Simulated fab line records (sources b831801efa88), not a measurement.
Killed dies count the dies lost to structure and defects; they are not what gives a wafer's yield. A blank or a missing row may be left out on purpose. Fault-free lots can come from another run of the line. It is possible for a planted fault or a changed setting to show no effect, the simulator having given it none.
Which tool did it? || flow sky130 || 14 lots with 42 wafers sampled at 2 steps, on a route of 708 steps

== WHAT THE GAUGES READ, wafer by wafer ==
SKY_CONTACT_THK_MEAS_01. Usual: CONTACT_CVD_00_THK gives 74.8 nm (standard deviation 1.1).
{"lot": "L806", "measured": "day 29 17:52", "on": "filmMetro-01", "CONTACT_CVD_00_THK (nm)": "74.4 75.8 75.2", "flag": ""}
{"lot": "L808", "measured": "day 30 20:02", "on": "filmMetro-02", "CONTACT_CVD_00_THK (nm)": "74.1 75.4 74.4", "flag": ""}
{"lot": "L809", "measured": "day 31 09:40", "on": "filmMetro-03", "CONTACT_CVD_00_THK (nm)": "73.7 75.0 75.7", "flag": ""}
{"lot": "L810", "measured": "day 31 17:21", "on": "filmMetro-01", "CONTACT_CVD_00_THK (nm)": "75.4 75.4 76.5", "flag": ""}
{"lot": "L811", "measured": "day 31 21:38", "on": "filmMetro-02", "CONTACT_CVD_00_THK (nm)": "73.3 74.9 75.3", "flag": ""}
{"lot": "L812", "measured": "day 32 04:22", "on": "filmMetro-03", "CONTACT_CVD_00_THK (nm)": "76.4 74.9 77.2", "flag": ""}
{"lot": "L813", "measured": "day 32 14:37", "on": "filmMetro-03", "CONTACT_CVD_00_THK (nm)": "74.2 74.7 73.9", "flag": ""}
{"lot": "L816", "measured": "day 33 15:50", "on": "filmMetro-02", "CONTACT_CVD_00_THK (nm)": "74.6 76.4 76.6", "flag": ""}
{"lot": "L817", "measured": "day 34 02:16", "on": "filmMetro-01", "CONTACT_CVD_00_THK (nm)": "72.6 74.4 74.6", "flag": ""}
{"lot": "L818", "measured": "day 34 11:28", "on": "filmMetro-03", "CONTACT_CVD_00_THK (nm)": "73.9 73.8 74.8", "flag": ""}
{"lot": "L826", "measured": "day 36 22:37", "on": "filmMetro-02", "CONTACT_CVD_00_THK (nm)": "73.0 73.8 74.3", "flag": ""}
{"lot": "L827", "measured": "day 37 03:41", "on": "filmMetro-03", "CONTACT_CVD_00_THK (nm)": "76.1 75.8 75.9", "flag": ""}
{"lot": "L828", "measured": "day 37 14:47", "on": "filmMetro-01", "CONTACT_CVD_00_THK (nm)": "73.8 74.5 75.9", "flag": ""}
{"lot": "L829", "measured": "day 37 18:39", "on": "filmMetro-01", "CONTACT_CVD_00_THK (nm)": "74.7 73.5 74.1", "flag": ""}

SKY_CONTACT_THK_MEAS_03. Usual: CONTACT_HDPCVD_THK gives 561 nm (standard deviation 5.6).
{"lot": "L806", "measured": "day 29 18:00", "on": "filmMetro-03", "CONTACT_HDPCVD_THK (nm)": "555 561 560", "flag": ""}
{"lot": "L808", "measured": "day 30 20:10", "on": "filmMetro-01", "CONTACT_HDPCVD_THK (nm)": "567 557 555", "flag": ""}
{"lot": "L809", "measured": "day 31 09:48", "on": "filmMetro-02", "CONTACT_HDPCVD_THK (nm)": "575 561 571", "flag": ""}
{"lot": "L810", "measured": "day 31 17:29", "on": "filmMetro-03", "CONTACT_HDPCVD_THK (nm)": "557 562 561", "flag": ""}
{"lot": "L811", "measured": "day 31 21:46", "on": "filmMetro-03", "CONTACT_HDPCVD_THK (nm)": "568 557 566", "flag": ""}
{"lot": "L812", "measured": "day 32 04:29", "on": "filmMetro-02", "CONTACT_HDPCVD_THK (nm)": "562 558 559", "flag": ""}
{"lot": "L813", "measured": "day 32 14:45", "on": "filmMetro-02", "CONTACT_HDPCVD_THK (nm)": "562 572 564", "flag": ""}
{"lot": "L816", "measured": "day 33 15:58", "on": "filmMetro-03", "CONTACT_HDPCVD_THK (nm)": "556 566 566", "flag": ""}
{"lot": "L817", "measured": "day 34 02:23", "on": "filmMetro-03", "CONTACT_HDPCVD_THK (nm)": "559 555 548", "flag": ""}
{"lot": "L818", "measured": "day 34 11:36", "on": "filmMetro-03", "CONTACT_HDPCVD_THK (nm)": "564 556 556", "flag": ""}
{"lot": "L826", "measured": "day 36 22:44", "on": "filmMetro-01", "CONTACT_HDPCVD_THK (nm)": "569 567 563", "flag": ""}
{"lot": "L827", "measured": "day 37 03:49", "on": "filmMetro-01", "CONTACT_HDPCVD_THK (nm)": "559 561 564", "flag": ""}
{"lot": "L828", "measured": "day 37 14:55", "on": "filmMetro-02", "CONTACT_HDPCVD_THK (nm)": "567 570 567", "flag": ""}
{"lot": "L829", "measured": "day 37 18:47", "on": "filmMetro-03", "CONTACT_HDPCVD_THK (nm)": "559 563 558", "flag": ""}

== WHICH TOOL RAN EACH LOT (tool, then ch and the chambers of the sampled wafers, then the start) ==
Before these readings, the record contains no process step.

== WHAT THE TOOLS THEMSELVES READ (means of the sampled wafers that have a number; where no wafer has one, the mark that the record gives instead) ==
The record holds no such reading with a usual standard deviation.

== THE ANSWER, worked out from the rows above alone ==
Rule: lot off if the mean of its wafers having a number is beyond 3 standard deviations from the usual mean. Also off: a lot with no number at a reading for which 4 or more lots have one. The other lots that the step has rows for count as sound. First the gauges in route order, then the tools' own readings, where a lot's mean is used as printed above. The first step at which some lot is off is used, and at that step the reading that is off furthest; a lot without a number counts as furthest.
None of the lots is off at any reading shown; this tells nothing.

== WHAT WAS PUT IN BY THE SIMULATOR ==
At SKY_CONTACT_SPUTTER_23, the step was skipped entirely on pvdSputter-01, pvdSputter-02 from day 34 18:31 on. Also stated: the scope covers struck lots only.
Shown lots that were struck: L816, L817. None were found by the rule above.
